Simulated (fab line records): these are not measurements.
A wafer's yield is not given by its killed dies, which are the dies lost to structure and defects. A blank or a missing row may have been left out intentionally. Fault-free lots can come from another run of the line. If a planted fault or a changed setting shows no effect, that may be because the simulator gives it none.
Chamber matching	flow sky130	rieDiel-01 running SKY_FIELD_ISO_ETCH_14: 4 sister chambers
The step etches BARC in N2/H2, stops on SiO2, time 45.9 s, target depth 60 nm. 8 wafers are shown with their chamber, then 10 later ones without.

## WAFERS, EACH WITH ITS CHAMBER
wafer	chamber	drypumpMotorCurrentA (A)	oesProductAu (a.u.)
L082.1	1	6.38	0.851
L082.2	3	5.88	0.845
L082.3	2	5.68	0.856
L084.2	0	6.12	0.852
L084.5	3	5.93	0.858
L084.6	1	6.36	0.847
L085.1	0	6.14	0.861
L085.5	2	5.67	0.855

## WAFERS WITH NO CHAMBER GIVEN
wafer	drypumpMotorCurrentA (A)	oesProductAu (a.u.)
L085.6	5.91	0.859
L089.1	5.91	0.850
L089.2	6.37	0.852
L089.5	5.67	0.857
L092.1	5.90	0.847
L092.4	5.70	0.851
L092.5	6.13	0.856
L097.1	5.63	0.852
L097.2	5.89	0.852
L097.5	6.14	0.860

## THE CHAMBER EACH PASSED THROUGH
wafer	from the rows above	in truth
L085.6	3	3
L089.1	3	3
L089.2	1	1
L089.5	2	2
L092.1	3	3
L092.4	2	2
L092.5	0	0
L097.1	2	2
L097.2	3	3
L097.5	0	0
Correctly placed: 10 of 10. Not placeable from these rows: 0. Number placed wrongly: 0.
How it was worked out, from the rows above alone: a wafer's distance from a chamber is the root of the sum, over the readings, of the square of ((its reading less the chamber's mean) divided by the reading's scatter). The wafer belongs to the nearest chamber; if the next one is less than 2 further off, it can't be placed. Each chamber's mean is taken over the wafers shown for it. The scatter is the square root of a quotient: the sum, over the shown wafers, of each reading's squared deviation from its chamber's mean, divided by wafers minus chambers.
